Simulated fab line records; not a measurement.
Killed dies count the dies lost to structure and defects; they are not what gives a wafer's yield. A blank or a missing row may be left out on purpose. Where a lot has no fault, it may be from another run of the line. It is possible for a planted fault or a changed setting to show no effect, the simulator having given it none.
Matching of chambers || flow sky130 || SKY_LI_CONTACT_CMP_24 on cmp-02 has 4 sister chambers
The step polishes, stops on PSG, t overpolish 20 s, target thk 0 nm. 22 wafers are shown with their chamber, then 11 later ones without.

== EACH WAFER AND ITS CHAMBER ==
{"wafer": "L830.3", "chamber": 2, "motor_current_A (A)": 10.5, "time_to_endpoint_s (s)": 104, "overpolish_run_s (s)": 19.999}
{"wafer": "L830.4", "chamber": 3, "motor_current_A (A)": 10.6, "time_to_endpoint_s (s)": 103, "overpolish_run_s (s)": 20.000}
{"wafer": "L830.5", "chamber": 1, "motor_current_A (A)": 10.8, "time_to_endpoint_s (s)": 93, "overpolish_run_s (s)": 19.998}
{"wafer": "L832.2", "chamber": 1, "motor_current_A (A)": 10.8, "time_to_endpoint_s (s)": 97, "overpolish_run_s (s)": 20.004}
{"wafer": "L832.5", "chamber": 0, "motor_current_A (A)": 13.7, "time_to_endpoint_s (s)": 101, "overpolish_run_s (s)": 19.986}
{"wafer": "L832.6", "chamber": 3, "motor_current_A (A)": 10.4, "time_to_endpoint_s (s)": 104, "overpolish_run_s (s)": 19.991}
{"wafer": "L834.1", "chamber": 3, "motor_current_A (A)": 9.7, "time_to_endpoint_s (s)": 103, "overpolish_run_s (s)": 20.006}
{"wafer": "L834.2", "chamber": 2, "motor_current_A (A)": 11.3, "time_to_endpoint_s (s)": 110, "overpolish_run_s (s)": 19.992}
{"wafer": "L834.4", "chamber": 0, "motor_current_A (A)": 13.4, "time_to_endpoint_s (s)": 109, "overpolish_run_s (s)": 19.994}
{"wafer": "L835.2", "chamber": 1, "motor_current_A (A)": 11.3, "time_to_endpoint_s (s)": 94, "overpolish_run_s (s)": 20.018}
{"wafer": "L835.3", "chamber": 3, "motor_current_A (A)": 10.4, "time_to_endpoint_s (s)": 101, "overpolish_run_s (s)": 19.997}
{"wafer": "L835.6", "chamber": 2, "motor_current_A (A)": 10.8, "time_to_endpoint_s (s)": 101, "overpolish_run_s (s)": 20.014}
{"wafer": "L837.3", "chamber": 2, "motor_current_A (A)": 10.3, "time_to_endpoint_s (s)": 107, "overpolish_run_s (s)": 19.986}
{"wafer": "L837.4", "chamber": 1, "motor_current_A (A)": 11.3, "time_to_endpoint_s (s)": 98, "overpolish_run_s (s)": 19.999}
{"wafer": "L837.5", "chamber": 3, "motor_current_A (A)": 10.4, "time_to_endpoint_s (s)": 103, "overpolish_run_s (s)": 20.005}
{"wafer": "L839.1", "chamber": 3, "motor_current_A (A)": 10.4, "time_to_endpoint_s (s)": 101, "overpolish_run_s (s)": 19.995}
{"wafer": "L839.5", "chamber": 2, "motor_current_A (A)": 10.6, "time_to_endpoint_s (s)": 100, "overpolish_run_s (s)": 20.006}
{"wafer": "L839.6", "chamber": 1, "motor_current_A (A)": 11.0, "time_to_endpoint_s (s)": 92, "overpolish_run_s (s)": 19.982}
{"wafer": "L840.2", "chamber": 1, "motor_current_A (A)": 11.0, "time_to_endpoint_s (s)": 93, "overpolish_run_s (s)": 20.001}
{"wafer": "L840.3", "chamber": 3, "motor_current_A (A)": 10.4, "time_to_endpoint_s (s)": 99, "overpolish_run_s (s)": 19.996}
{"wafer": "L840.6", "chamber": 1, "motor_current_A (A)": 11.0, "time_to_endpoint_s (s)": 94, "overpolish_run_s (s)": 20.000}
{"wafer": "L845.3", "chamber": 3, "motor_current_A (A)": 10.9, "time_to_endpoint_s (s)": 97, "overpolish_run_s (s)": 20.002}

SIGNATURES, as means of the wafers listed above
{"reading": "motor_current_A", "chamber 0": 13.550, "chamber 1": 11.029, "chamber 2": 10.700, "chamber 3": 10.400, "scatter within a chamber": 0.304}
{"reading": "time_to_endpoint_s", "chamber 0": 105.00, "chamber 1": 94.43, "chamber 2": 104.40, "chamber 3": 101.38, "scatter within a chamber": 3.08}
{"reading": "overpolish_run_s", "chamber 0": 19.99000, "chamber 1": 20.00029, "chamber 2": 19.99940, "chamber 3": 19.99900, "scatter within a chamber": 0.00876}
Rule: for a wafer and a chamber, the distance is found by dividing, reading by reading, the gap between the wafer's reading and the chamber's mean by the reading's scatter, squaring, summing and taking the root. If the next closest chamber is less than 2 further off than the closest, the wafer can't be placed; otherwise it belongs to the closest. The scatter: the root of (the sum of the squares of (reading less its chamber's mean) over the shown wafers, divided by (wafers less chambers)).

== WAFERS WHOSE CHAMBER IS MISSING ==
{"wafer": "L845.5", "motor_current_A (A)": 10.3, "time_to_endpoint_s (s)": 91, "overpolish_run_s (s)": 19.999}
{"wafer": "L845.6", "motor_current_A (A)": 13.7, "time_to_endpoint_s (s)": 99, "overpolish_run_s (s)": 20.004}
{"wafer": "L846.1", "motor_current_A (A)": 10.6, "time_to_endpoint_s (s)": 99, "overpolish_run_s (s)": 19.992}
{"wafer": "L846.2", "motor_current_A (A)": 12.9, "time_to_endpoint_s (s)": 95, "overpolish_run_s (s)": 20.005}
{"wafer": "L846.6", "motor_current_A (A)": 13.3, "time_to_endpoint_s (s)": 94, "overpolish_run_s (s)": 19.992}
{"wafer": "L850.2", "motor_current_A (A)": 11.0, "time_to_endpoint_s (s)": 101, "overpolish_run_s (s)": 19.978}
{"wafer": "L850.4", "motor_current_A (A)": 10.5, "time_to_endpoint_s (s)": 102, "overpolish_run_s (s)": 20.013}
{"wafer": "L850.6", "motor_current_A (A)": 12.7, "time_to_endpoint_s (s)": 97, "overpolish_run_s (s)": 19.992}
{"wafer": "L851.1", "motor_current_A (A)": 10.5, "time_to_endpoint_s (s)": 96, "overpolish_run_s (s)": 20.000}
{"wafer": "L851.4", "motor_current_A (A)": 10.5, "time_to_endpoint_s (s)": 87, "overpolish_run_s (s)": 19.989}
{"wafer": "L851.6", "motor_current_A (A)": 10.9, "time_to_endpoint_s (s)": 97, "overpolish_run_s (s)": 20.004}

== EACH ONE'S CHAMBER ==
{"wafer": "L845.5", "from the rows above": "can't be placed: 1 or 3 or 2", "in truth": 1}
{"wafer": "L845.6", "from the rows above": 0, "in truth": 0}
{"wafer": "L846.1", "from the rows above": "can't be placed: 3 or 2 or 1", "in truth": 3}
{"wafer": "L846.2", "from the rows above": "can't be placed: 0 or 1", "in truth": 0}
{"wafer": "L846.6", "from the rows above": 0, "in truth": 0}
{"wafer": "L850.2", "from the rows above": "can't be placed: 2 or 3 or 1", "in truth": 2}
{"wafer": "L850.4", "from the rows above": "can't be placed: 3 or 2 or 1", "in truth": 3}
{"wafer": "L850.6", "from the rows above": "can't be placed: 0 or 1", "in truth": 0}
{"wafer": "L851.1", "from the rows above": "can't be placed: 3 or 1 or 2", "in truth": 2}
{"wafer": "L851.4", "from the rows above": "can't be placed: 1 or 3", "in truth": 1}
{"wafer": "L851.6", "from the rows above": "can't be placed: 1 or 3 or 2", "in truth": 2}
Correctly placed: 2 of 11. Cannot be placed on the basis of these rows: 9; the candidates contain the true chamber in 9. 0 placed wrongly.
